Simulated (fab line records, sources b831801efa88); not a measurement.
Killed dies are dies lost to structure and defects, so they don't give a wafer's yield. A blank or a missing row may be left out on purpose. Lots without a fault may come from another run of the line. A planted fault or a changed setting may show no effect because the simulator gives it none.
fab line records | flow gf180mcu
record lots=15 wafers=45 last_day=34
route steps=602 shown PSD@252
lots that met no fault: from a run of the same line without faults
start_h: hours from the record's first day to the start of the lot's first wafer shown | wait_h: hours since the lot's step before | " the same as in the row above | L1.1+2: a row that stands for several wafers | - no value, or no start given | * or withheld: withheld | < > ~ a bound
route shown NAME@n: a module of which the file shows steps, and the number in the route of the first | usual: mean/standard deviation of fault-free wafers | same: alike in all rows | chamber/n: place in a boat | sites: the reading at each site | _std_site: their standard deviation | _edge_site: outer sites' mean less inner sites' | radius_mm: how far each site lies from the wafer's centre | mask NAME#n: copy n | behind: the tool/chamber that last shaped the wafer | hold: why the lot was held/for how many hours/how that ended | device: the transistor (n, p or np) that didn't switch | end of line: the same wafers' tests at the end of the route | a step without rows: its recipe alone | killed: dies lost to structure and defects at the first sort, not the wafer's yield | map: a wafer's dies, x killed, . not, _ none there
set.NAME: the setting as run; set.NAME@STEP: as run at that earlier step | model.NAME: the simulator's own value behind a step, which no gauge read
steps of the route over a sample of lots; a table a step, a row a wafer
services: from which hour (start_h, from the record's first day; less than 0 if before it) a tool's chamber was out of use, for how many hours, and why
## steps
# step GF_PSD_EXPOSE_04
# recipe mask_id=Pplus target_cd_nm=400 na=0.6 source_shape=conventional sigma_outer=0.6 dose_mj=140
# usual exposure_dose_mJ_cm2=139.94/0.13
# columns lot.wafer tool chamber start_h wait_h mask exposure_dose_mJ_cm2
L707.1 iline_stepper-01 0 323.62 - Pplus#0 139.98
L707.2 " 0 " " Pplus#0 139.84
L707.3 " 0 " " Pplus#0 139.94
L709.3 iline_stepper-02 0 333.44 - Pplus#0 140.15
L709.4 " 0 " " Pplus#0 139.90
L709.6 " 0 " " Pplus#0 139.99
L710.1 iline_stepper-01 0 345.59 - Pplus#0 139.97
L710.2 " 0 " " Pplus#0 139.82
L710.4 " 0 " " Pplus#0 139.74
L712.1 iline_stepper-02 0 359.78 - Pplus#0 139.90
L712.2 " 0 " " Pplus#0 140.04
L712.3 " 0 " " Pplus#0 139.97
L714.3 iline_stepper-01 0 374.22 - Pplus#0 139.90
L714.4 " 0 " " Pplus#0 139.87
L714.6 " 0 " " Pplus#0 139.93
L715.1 iline_stepper-02 0 380.64 - Pplus#0 140.14
L715.3 " 0 " " Pplus#0 139.88
L715.6 " 0 " " Pplus#0 140.07
L716.2 iline_stepper-01 0 390.50 - Pplus#0 139.94
L716.3 " 0 " " Pplus#0 139.89
L716.6 " 0 " " Pplus#0 140.12
L717.2 iline_stepper-01 0 402.95 - Pplus#0 139.93
L717.3 " 0 " " Pplus#0 140.29
L717.5 " 0 " " Pplus#0 140.09
L718.4 iline_stepper-01 0 405.93 - Pplus#0 140.07
L718.5 " 0 " " Pplus#0 139.89
L718.6 " 0 " " Pplus#0 139.88
L722.2 iline_stepper-01 0 439.30 - Pplus#0 130.22
L722.5 " 0 " " Pplus#0 130.09
L722.6 " 0 " " Pplus#0 130.07
L724.1 iline_stepper-02 0 452.68 - Pplus#0 139.91
L724.4 " 0 " " Pplus#0 139.99
L724.6 " 0 " " Pplus#0 140.02
L726.2 iline_stepper-01 0 471.75 - Pplus#0 132.12
L726.4 " 0 " " Pplus#0 131.99
L726.5 " 0 " " Pplus#0 132.16
L727.4 iline_stepper-02 0 476.20 - Pplus#0 139.95
L727.5 " 0 " " Pplus#0 139.83
L727.6 " 0 " " Pplus#0 140.02
L728.1 iline_stepper-01 0 486.78 - Pplus#0 133.37
L728.4 " 0 " " Pplus#0 133.43
L728.6 " 0 " " Pplus#0 133.49
L729.1 iline_stepper-02 0 496.68 - Pplus#0 140.13
L729.3 " 0 " " Pplus#0 139.94
L729.4 " 0 " " Pplus#0 140.08
# step GF_PSD_CD_MEAS_07
# recipe target_cd_nm=400
# usual cd_nm=401.0/1.9
# columns lot.wafer tool chamber start_h wait_h cd_nm
L707.1 cd_sem-01 - 334.03 0.1 401.0
L707.2 " - " " 399.1
L707.3 " - " " 402.2
L709.3 cd_sem-01 - 343.94 0.2 403.6
L709.4 " - " " 403.2
L709.6 " - " " 403.9
L710.1 cd_sem-02 - 356.21 0.1 398.9
L710.2 " - " " 399.7
L710.4 " - " " 399.0
L712.1 cd_sem-02 - 370.46 0.1 405.2
L712.2 " - " " 404.5
L712.3 " - " " 404.5
L714.3 cd_sem-01 - 385.29 0.1 401.2
L714.4 " - " " 402.3
L714.6 " - " " 400.9
L715.1 cd_sem-01 - 392.30 0.1 401.1
L715.3 " - " " 398.9
L715.6 " - " " 402.3
L716.2 cd_sem-02 - 401.40 0.1 405.0
L716.3 " - " " 405.5
L716.6 " - " " 405.1
L717.2 cd_sem-02 - 413.99 0.1 403.6
L717.3 " - " " 400.2
L717.5 " - " " 400.0
L718.4 cd_sem-02 - 417.68 0.1 399.4
L718.5 " - " " 402.6
L718.6 " - " " 402.2
L722.2 cd_sem-01 - 450.97 0.1 380.3
L722.5 " - " " 379.1
L722.6 " - " " 380.0
L724.1 cd_sem-02 - 464.40 0.1 399.5
L724.4 " - " " 401.6
L724.6 " - " " 400.8
L726.2 cd_sem-02 - 483.19 0.1 388.2
L726.4 " - " " 386.6
L726.5 " - " " 384.4
L727.4 cd_sem-02 - 488.06 0.1 399.0
L727.5 " - " " 398.3
L727.6 " - " " 397.6
L728.1 cd_sem-01 - 497.97 0.2 383.7
L728.4 " - " " 386.4
L728.6 " - " " 384.5
L729.1 cd_sem-01 - 508.37 0.1 401.6
L729.3 " - " " 399.5
L729.4 " - " " 401.3
## services
# columns tool chamber start_h hours kind
iline_stepper-02 - 343.63 4.8 repair
iline_stepper-01 - 351.48 4.7 repair
iline_stepper-01 - 358.76 7.0 repair
iline_stepper-02 0 399.45 - calibration
iline_stepper-02 - 450.93 1.7 pm
iline_stepper-01 0 466.62 - calibration
iline_stepper-01 - 484.73 1.7 pm
## key
first_sign step=GF_PSD_EXPOSE_04 reading=exposure_dose_mJ_cm2 direction=down sigmas=63 usual=139.94 struck=131.88
effect step=GF_PSD_CD_MEAS_07 reading=cd_nm direction=down sigmas=9.3 usual=401.0 struck=383.7 through=control_loop
met_at GF_PSD_EXPOSE_04
struck_lots L722,L726,L728
tester_left_out L722,L726,L728
loop_trim step=GF_PSD_EXPOSE_04 setting=dose lots=L726,L728
onset_between 405.93 439.30
fault kind=process_parameter_drift tool=iline_stepper-01 chamber=- onset_h=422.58 steps=GF_PSD_EXPOSE_04 channel=dose_mj offset=-9.7547 shape=step acts_in=these_recipes_only stated=140
# tester_left_out: of these lots the tester's yield and bins aren't shown, on N5 and GAA mostly nor the transistor test; their killed dies are dies lost to structure and defects alone, not to doping, threshold or leakage, so they don't give the yield
# loop_trim: a control loop set the setting to another value than it would have without faults
